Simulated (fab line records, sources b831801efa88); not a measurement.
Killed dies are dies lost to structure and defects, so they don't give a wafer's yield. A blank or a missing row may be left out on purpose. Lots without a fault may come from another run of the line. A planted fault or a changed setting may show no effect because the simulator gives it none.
Problem report in the 8D (eight disciplines) form, filled by code | flow sky130 | the parts of the form that need people (team, actions taken, sign-off) are left out

1. THE PROBLEM
SD_N_RS at SKY_SD_N_RS_MEAS_16 reads a mean of 66.65 ohm/sq on 6 wafers of 2 lots; wafers without a fault read 68.50 ohm/sq with a standard deviation of 0.11. That is -17 standard deviations from the usual mean.
The step: measures by four-point-probe.
First seen on wafer L517.3, day 32 22:41, on film_metro-03. The record holds 36 wafers of 12 lots with a number at this step. Rule for "out", or "out of limits": more than 4 standard deviations from the usual mean. The other wafers with a number count as sound.

2. WHAT IT IS AND WHAT IT IS NOT
question                    | is                     | is not
which readings at this step | SD_N_RS                | -
which lots                  | L517, L518             | L503, L504, L505, L506, L508, L509, L519, L522, L523, L525
which wafers of those lots  | all that have a number | -
read on which gauges        | film_metro-03          | film_metro-02, film_metro-04
when                        | from day 32 22:41      | up to then (18 sound wafers); but 12 sound wafers of L519, L522, L523, L525 came after

3. SUSPECTS, AND WHAT RULES EACH OUT
Counting: a tool at a process step up to the reading stays a suspect if it ran every lot that is out and no sound lot after the first of them.
- the gauge at SKY_SD_N_RS_MEAS_16: ruled out. All the wafers that are out were read on film_metro-03, but those of them that SKY_SD_N_IMPLANT_10 has rows for are out there too, on other tools.
- implanter-03 at SKY_SD_N_IMPLANT_10: kept. It ran every lot that is out, first L517 (day 32 22:10), and no sound lot after that; its last sound lot up to then is L509 (day 30 15:38). Its own readings are out on those wafers: beam_on_s, dose_ions_cm2.
Left after counting: implanter-03 at SKY_SD_N_IMPLANT_10.

4. THE CAUSE (what the simulator had put in)
Process parameter drift: implanter-03, from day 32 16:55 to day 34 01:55, at SKY_SD_N_IMPLANT_10. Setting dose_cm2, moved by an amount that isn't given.
Counting left only this tool.

5. THE CHAIN OF EFFECTS, in route order
Each row: a reading whose mean over the struck wafers that have a number lies more than 3 standard deviations from the usual. Only readings for which the record gives a usual standard deviation are gone through. hours: the time from each lot's start at the first step in this table that gives one to its start at this step, as a median over the lots. sigmas: the change in usual standard deviations.
hours | step                | reading       | usual        | on struck wafers | change      | sigmas
0     | SKY_SD_N_IMPLANT_10 | beam_on_s     | 10.9 s       | 16.8             | +5.9        | +8.9
0     | SKY_SD_N_IMPLANT_10 | dose_ions_cm2 | 1.0004e+14   | 1.7005e+14       | +7.0012e+13 | +99 or more
1     | SKY_SD_N_RS_MEAS_16 | SD_N_RS       | 68.50 ohm/sq | 66.65            | -1.85       | -17
The process steps in it:
- SKY_SD_N_IMPLANT_10

6. WHAT WOULD HAVE CAUGHT IT SOONER
In this record the first reading out of limits at a measuring or inspecting step was taken at day 32 22:41, 6 hours after the fault began at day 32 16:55.
The tool's own readings at SKY_SD_N_IMPLANT_10 were out on every struck wafer that the step has a row for (beam_on_s, dose_ions_cm2): an alarm limit on them would have fired on the first of those.
Of the lots that are out (2), L518 began SKY_SD_N_IMPLANT_10 on implanter-03 after day 32 22:41. A hold on the tool at that time would have spared it.
